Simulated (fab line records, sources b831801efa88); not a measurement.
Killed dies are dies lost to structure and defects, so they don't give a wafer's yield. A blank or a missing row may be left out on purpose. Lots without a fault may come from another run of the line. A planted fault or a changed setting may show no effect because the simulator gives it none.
One fault seen from 2 desks | flow sky130 | each desk has only its own numbers; what lay behind them comes last

THE TOOL OWNER'S DESK: hdpcvd-01
The tool's own readings at SKY_LI_CONTACT_HDPCVD_00 (deposits PSG, target thk 930 nm, time 155 s): means of the sampled wafers that have a number, for each lot that ran on this tool. A lot is out of limits, marked OUT, if its mean lies more than 4 standard deviations from the usual mean; the brackets give that distance.
Columns: A = run_length_s at SKY_LI_CONTACT_HDPCVD_00, usual 183.1 s
lot  | first seen here | A
L846 | day 29 16:41    | 183.1
L850 | day 31 01:47    | 183.4
L851 | day 31 04:56    | 183.6
L853 | day 31 17:38    | 183.5
L854 | day 32 02:17    | 197.6 (+34) OUT
L856 | day 32 16:05    | 197.7 (+34) OUT
This desk's finding: out of limits on L854, L856; first on L854, day 32 02:17 (run_length_s at SKY_LI_CONTACT_HDPCVD_00). In limits: L846, L850, L851, L853.

THE METROLOGY DESK
What the gauges read, lot by lot, whatever tool the lot ran on: means of the sampled wafers that have a number. A lot is out of limits, marked OUT, if its mean lies more than 4 standard deviations from the usual mean; the brackets give that distance.
Columns: A = LI_CONTACT_HDPCVD_THK at SKY_LI_CONTACT_THK_MEAS_01, usual 930 nm; B = LI_CONTACT_OVL at SKY_LI_CONTACT_OVL_MEAS_13, usual 0 nm
lot  | first seen here | A               | B
L842 | day 28 00:36    | 929             | 1
L843 | day 28 06:46    | 939             | 3
L846 | day 29 16:47    | 934             | 6
L849 | day 30 16:02    | 936             | -1
L850 | day 31 01:55    | 941             | 5
L851 | day 31 05:02    | 929             | 0
L853 | day 31 17:44    | 915             | -3
L854 | day 32 02:24    | 1021 (+6.5) OUT | -9
L856 | day 32 16:12    | 1004 (+5.3) OUT | 0
L859 | day 33 16:46    | 939             | -3
L864 | day 35 00:12    | 948             | -4
L865 | day 35 05:59    | 936             | 1
This desk's finding: out of limits on L854, L856; first on L854, day 32 02:24 (LI_CONTACT_HDPCVD_THK at SKY_LI_CONTACT_THK_MEAS_01). In limits: L842, L843, L846, L849, L850, L851, L853, L859, L864, L865.

PUT TOGETHER
The tool owner's desk could have raised an alarm at day 32 02:17, on L854, L856.
The metrology desk could have raised an alarm at day 32 02:24, on L854, L856.
Of the lots named, all ran SKY_LI_CONTACT_HDPCVD_00 on hdpcvd-01.

WHAT THE SIMULATOR HAD PUT IN
Process parameter drift: hdpcvd-01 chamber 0, from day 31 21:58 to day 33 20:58, at SKY_LI_CONTACT_HDPCVD_00. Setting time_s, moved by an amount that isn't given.
Lots struck among those shown: L854, L856.
Hours from the fault's start to each desk's first reading out of limits: the tool owner's desk, 4; the metrology desk, 4.
